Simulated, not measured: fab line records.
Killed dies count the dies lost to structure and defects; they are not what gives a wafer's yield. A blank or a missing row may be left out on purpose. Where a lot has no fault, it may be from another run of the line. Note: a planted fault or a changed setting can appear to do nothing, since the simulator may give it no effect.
2 desks looking at one fault | flow sky130 | what lay behind the numbers comes last; until then each desk has only its own

## AT THE METROLOGY DESK
Lot by lot, what the gauges showed, no matter which tool ran the lot: averages of those sampled wafers that carry a number. Marked OUT: a lot whose mean sits more than 4 standard deviations from the usual mean, which makes it out of limits; the brackets give that distance.
Columns: A = cd_nm at SKY_VIA3_CD_MEAS_12, usual 200.3 nm
lot  | first seen here | A
L166 | day 39 03:07    | 199.8
L168 | day 39 12:01    | 200.0
L170 | day 40 17:11    | 196.9
L171 | day 41 03:16    | 200.4
L172 | day 41 04:05    | 198.7
L174 | day 41 18:05    | 200.6
L175 | day 42 04:35    | 202.0
L176 | day 42 09:14    | 199.2
L177 | day 42 15:40    | 200.1
L187 | day 45 21:05    | 202.8
L188 | day 45 23:02    | 200.5
L189 | day 47 04:46    | 201.6
This desk's verdict: no lot among the 12 shows anything out of limits.

## FOR THE TOOL OWNER'S DESK: pvd_sputter-04
The tool's own readings at SKY_METAL4_SPUTTER_04 (material TiN, target thk 70 nm, time 58.3 s): means of the sampled wafers that have a number, for each lot that ran on this tool. Marked OUT: a lot whose mean sits more than 4 standard deviations from the usual mean, which makes it out of limits; the brackets give that distance.
Columns: A = cathode_dc_power_W at SKY_METAL4_SPUTTER_04, usual 6500.1 W; B = throttle_valve_pct at SKY_METAL4_SPUTTER_04, usual 29.9 %
lot  | first seen here | A                        | B
L168 | day 39 13:38    | 6501.2                   | 29.1
L170 | day 40 18:49    | 6500.2                   | 29.5
L174 | day 41 19:41    | 6500.3                   | 30.0
L175 | day 42 06:11    | 6500.7                   | 30.1
L176 | day 42 10:50    | 6499.9                   | 28.9
L177 | day 42 17:16    | 6329.6 (-99 or more) OUT | 29.1
This desk finds L177 out of limits, L177 being first, at day 42 17:16 (cathode_dc_power_W at SKY_METAL4_SPUTTER_04). In limits: L168, L170, L174, L175, L176.

## ALL TOGETHER
At day 42 17:16, on L177, the tool owner's desk was in a position to raise an alarm.
At the metrology desk, nothing out of limits was observed.
The metrology desk has L177 on record, within its limits.
The lots listed all ran SKY_METAL4_SPUTTER_04 on pvd_sputter-04.

## WHAT THE SIMULATOR HAD INSERTED
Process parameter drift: pvd_sputter-04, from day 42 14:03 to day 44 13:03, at SKY_METAL4_SPUTTER_04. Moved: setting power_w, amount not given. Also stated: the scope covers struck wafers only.
Struck lots among those shown: L177.
Time in hours from fault onset to the first out-of-limits reading at each desk: the tool owner's desk, 3.
